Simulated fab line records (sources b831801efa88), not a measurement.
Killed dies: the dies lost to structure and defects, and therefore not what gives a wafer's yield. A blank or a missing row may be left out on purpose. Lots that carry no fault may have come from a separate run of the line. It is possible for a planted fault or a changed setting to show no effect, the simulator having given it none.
The tool behind it: which one? -- flow gf180mcu -- Sampling: 6 lots, 18 wafers, 2 of 602 route steps

## WHAT EACH GAUGE READ, for each wafer
GF_STI_THK_MEAS_04.
lot,measured,on,STI_CVD_03_THK (nm)
L308,day 1 18:50,filmMetro-01,204.2 203.8 206.6
L314,day 3 07:33,filmMetro-04,205.6 204.3 204.0
L320,day 4 07:14,filmMetro-01,206.7 205.5 206.2
L325,day 5 07:42,filmMetro-01,240.7 239.8 241.0 240.5 239.7 240.9
L327,day 5 18:33,filmMetro-03,206.2 204.4 206.2
L330,day 6 08:34,filmMetro-04,206.2 205.5 208.0

## TOOL THAT RAN EACH LOT (tool first, then ch and the chambers of the sampled wafers, then the start)
lot,GF_STI_CVD_03
L308,"lpcvd-02 ch 0, day 1 16:51"
L314,"lpcvd-01 ch 0, day 3 05:33"
L320,"lpcvd-01 ch 1, day 4 05:14"
L325,"lpcvd-02 ch 1, day 5 05:42"
L327,"lpcvd-01 ch 0, day 5 15:34"
L330,"lpcvd-01 ch 1, day 6 06:34"
- GF_STI_CVD_03: deposits Si3N4 from DCS/NH3, target thk 207.16 nm, time 3551 s.

## THE ANSWER, worked out from the rows above alone
Rule: what is usual is taken from the lots themselves. The widest of any qualifying gaps counts: lots, ordered by their means at a reading, are off when they make up no more than a third of the lots, leave a main group of 4 or more, and stand apart from it by 3 or more times the standard deviation of that group's means. A main group is skipped when, at the precision printed for the reading in the tables above, its means are all equal. Also off: a lot with no number at a reading for which 4 or more lots have one. The other lots that the step has rows for count as sound.
Off: L325, at GF_STI_THK_MEAS_04 (STI_CVD_03_THK). Mean 205.6 nm and standard deviation 0.73 in the main group.
If a tool, at a process step before that reading, ran all the lots that are off and no sound lot after the first of them, it fits. Gauges at GF_STI_THK_MEAS_04: tried the same way as those tools. 2 tools fit, lpcvd-02 at GF_STI_CVD_03 and filmMetro-01 at GF_STI_THK_MEAS_04, so this cannot tell which one it is.

## WHAT THE SIMULATOR HAD PUT IN
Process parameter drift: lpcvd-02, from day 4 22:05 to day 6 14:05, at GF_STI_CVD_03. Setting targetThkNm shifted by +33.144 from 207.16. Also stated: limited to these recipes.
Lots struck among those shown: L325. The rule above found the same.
